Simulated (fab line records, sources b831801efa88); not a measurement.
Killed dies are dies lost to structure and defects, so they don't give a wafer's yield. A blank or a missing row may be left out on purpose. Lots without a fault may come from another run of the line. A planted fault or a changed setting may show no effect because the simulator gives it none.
Which tool did it? | flow sky130 | 15 lots, 45 wafers sampled, at 3 steps of a route of 708

WHAT THE GAUGES READ, wafer by wafer
SKY_SONOS_ONO_OVL_MEAS_14. Usual: SONOS_ONO_OVL -0.8 nm, standard deviation 1.2.
lot  | measured     | on         | SONOS_ONO_OVL (nm) | flag
L434 | day 13 09:42 | overlay-02 | 0.1 -1.0 -0.7      |
L435 | day 13 10:11 | overlay-02 | -1.7 -2.1 -2.1     |
L436 | day 14 11:24 | overlay-02 | 1.1 0.4 -0.6       |
L438 | day 14 22:15 | overlay-01 | -0.6 -0.8 -1.2     |
L439 | day 14 23:37 | overlay-01 | -0.1 1.6 0.1       |
L442 | day 15 04:48 | overlay-02 | -0.5 -0.7 -1.1     |
L440 | day 15 10:07 | overlay-02 | 0.3 -1.3 -1.1      |
L441 | day 15 10:36 | overlay-01 | -0.7 -1.5 -1.5     |
L445 | day 16 18:06 | overlay-02 | -2.4 -1.1 -1.2     |
L450 | day 18 07:36 | overlay-01 | -2.0 0.0 -1.2      |
L453 | day 19 04:58 | overlay-02 | -2.6 -2.5 -1.9     |
L454 | day 19 23:14 | overlay-01 | -1.4 -1.7 -2.0     |
L455 | day 20 08:22 | overlay-02 | 1.1 1.5 -0.9       |
L456 | day 20 13:24 | overlay-01 | -1.3 -1.4 -1.0     |
L457 | day 20 15:50 | overlay-01 | 0.1 -1.0 -0.2      |

SKY_POLY_GATE_CD_MEAS_22. Usual: cd_nm 150.0 nm, standard deviation 1.5.
lot  | measured     | on        | cd_nm (nm)        | flag
L434 | day 17 06:49 | cd_sem-01 | 150.7 148.1 151.1 |
L435 | day 17 06:49 | cd_sem-02 | 148.1 148.4 150.5 |
L436 | day 18 12:04 | cd_sem-02 | 152.7 150.6 151.4 |
L438 | day 18 20:58 | cd_sem-02 | 151.1 150.7 154.3 |
L439 | day 19 01:59 | cd_sem-02 | 150.1 148.8 150.3 |
L442 | day 19 12:19 | cd_sem-02 | 150.1 150.9 152.3 |
L440 | day 19 13:36 | cd_sem-02 | 149.2 146.8 149.6 |
L441 | day 19 14:47 | cd_sem-02 | 152.2 152.3 151.5 |
L445 | day 21 00:13 | cd_sem-01 | 148.3 148.3 147.8 |
L450 | day 22 10:58 | cd_sem-01 | 150.4 150.3 150.8 |
L453 | day 23 10:03 | cd_sem-02 | 148.8 148.2 147.0 |
L454 | day 24 00:58 | cd_sem-02 | 149.5 148.8 147.5 |
L455 | day 24 11:35 | cd_sem-01 | 149.1 148.2 151.3 |
L456 | day 24 17:04 | cd_sem-02 | 147.4 149.9 148.2 |
L457 | day 24 19:37 | cd_sem-02 | 148.3 146.8 148.8 |

SKY_LDD_N_TW_MEAS_17. Usual: LDD_N_TW 2597, standard deviation 21.
lot  | measured     | on            | LDD_N_TW       | flag
L434 | day 18 14:13 | film_metro-03 | 2587 2593 2597 |
L435 | day 18 14:40 | film_metro-04 | 2567 2553 2569 |
L436 | day 19 19:46 | film_metro-02 | 2606 2616 2601 |
L438 | day 20 05:25 | film_metro-03 | 2612 2618 2611 |
L439 | day 20 09:22 | film_metro-02 | 2618 2607 2592 |
L442 | day 20 19:55 | film_metro-03 | 2614 2620 2624 |
L440 | day 20 21:38 | film_metro-02 | 2609 2612 2594 |
L441 | day 20 22:34 | film_metro-04 | 2577 2572 2569 |
L445 | day 22 07:28 | film_metro-03 | 2626 2626 2605 |
L450 | day 23 18:19 | film_metro-04 | 2600 2588 2574 |
L453 | day 24 17:07 | film_metro-03 | 2579 2591 2590 |
L454 | day 25 07:26 | film_metro-02 | 2598 2602 2594 |
L455 | day 25 17:58 | film_metro-03 | 2612 2612 2615 |
L456 | day 25 23:37 | film_metro-04 | 2564 2547 2554 |
L457 | day 26 02:22 | film_metro-03 | 2607 2611 2611 |

WHICH TOOL RAN EACH LOT (tool, then ch and the chambers of the sampled wafers, then the start)
The record holds no process step before these readings.

WHAT THE TOOLS THEMSELVES READ (means of the sampled wafers that have a number; where no wafer has one, the mark that the record gives instead)
The record holds no such reading with a usual standard deviation.

THE ANSWER, worked out from the rows above alone
Rule: a lot is off if the mean of its wafers that have a number lies more than 3 standard deviations from the usual mean. A lot without any number at a reading at which 4 lots or more have one is off too. The other lots that the step has rows for count as sound. The gauges are gone through in route order, then the tools' own readings, and for those a lot's mean is taken as printed above. The first step at which some lot is off is used, and at that step the reading that is off furthest; a lot without a number counts as furthest.
No lot is off at any reading shown: from this, nothing can be told.

WHAT THE SIMULATOR HAD PUT IN
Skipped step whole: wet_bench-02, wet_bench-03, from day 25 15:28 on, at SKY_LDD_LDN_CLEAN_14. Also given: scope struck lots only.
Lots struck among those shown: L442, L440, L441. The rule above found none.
